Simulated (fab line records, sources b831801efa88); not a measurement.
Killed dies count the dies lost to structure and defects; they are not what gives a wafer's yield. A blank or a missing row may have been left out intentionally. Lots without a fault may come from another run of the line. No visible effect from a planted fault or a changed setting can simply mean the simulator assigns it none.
One fault through the eyes of 2 desks	flow gf180mcu	every desk sees just its own numbers, and what lay behind them comes last

== FOR THE TOOL OWNER'S DESK: furnace-01 ==
The tool's own readings at GF_DUAL_GATE_OXIDATION_02 (stabilise 600 s, purge 300 s, target thk 10.887 nm): means of the sampled wafers that have a number, for each lot that ran on this tool. Marked OUT: a lot whose mean sits more than 4 standard deviations from the usual mean, which makes it out of limits; the brackets give that distance.
Columns: A = ox-temp-c at GF_DUAL_GATE_OXIDATION_02, usual 899.9 C; B = ox-temp-c-max at GF_DUAL_GATE_OXIDATION_02, usual 904.7; C = zone-power-upper-pct at GF_DUAL_GATE_OXIDATION_02, usual 19.1 %
lot	first seen here	A	B	C
L468	day 7 22:31	899.5	904.4	18.5
L470	day 8 19:28	899.4	906.2	18.4
L475	day 9 21:07	899.9	904.6	18.7
L480	day 11 11:59	900.3	906.1	18.5
L481	day 11 18:00	900.0	905.1	18.6
L482	day 11 23:06	899.3	905.3	18.5
L484	day 12 12:55	899.7	905.5	18.6
L487	day 13 11:30	900.0	905.3	18.6
L488	day 13 17:01	900.1	905.6	18.6
This desk's finding: nothing out of limits on any of the 9 lots.

== METROLOGY DESK ==
What the gauges read, lot by lot, whatever tool the lot ran on: means of the sampled wafers that have a number. Marked OUT: a lot whose mean sits more than 4 standard deviations from the usual mean, which makes it out of limits; the brackets give that distance.
Columns: A = VT_IMPLANT_TW at GF_VT_IMPLANT_TW_MEAS_10, usual 565.6; B = VT_IMPLANT_01_OVL at GF_VT_IMPLANT_OVL_MEAS_18, usual -0.4 nm
lot	first seen here	A	B
L467	day 5 17:20	567.5	-0.3
L468	day 5 22:08	568.4	-0.9
L470	day 6 15:44	567.5	-0.6
L471	day 6 18:46	563.5	0.1
L472	day 6 22:31	562.1	0.5
L475	day 7 16:53	568.9	-0.2
L480	day 9 02:17	560.6	-0.1
L481	day 9 09:46	565.7	-1.6
L482	day 9 14:20	565.8	-1.3
L483	day 9 21:39	563.6	-0.5
L484	day 10 01:13	566.4	-2.9
L485	day 10 07:34	563.1	1.5
L487	day 10 22:32	565.0	0.9
L488	day 11 03:00	562.6	0.4
This desk's finding: nothing out of limits on any of the 14 lots.

== PUT TOGETHER ==
The tool owner's desk saw nothing out of limits.
Nothing out of limits was seen by the metrology desk.

== WHAT THE SIMULATOR HAD INSERTED ==
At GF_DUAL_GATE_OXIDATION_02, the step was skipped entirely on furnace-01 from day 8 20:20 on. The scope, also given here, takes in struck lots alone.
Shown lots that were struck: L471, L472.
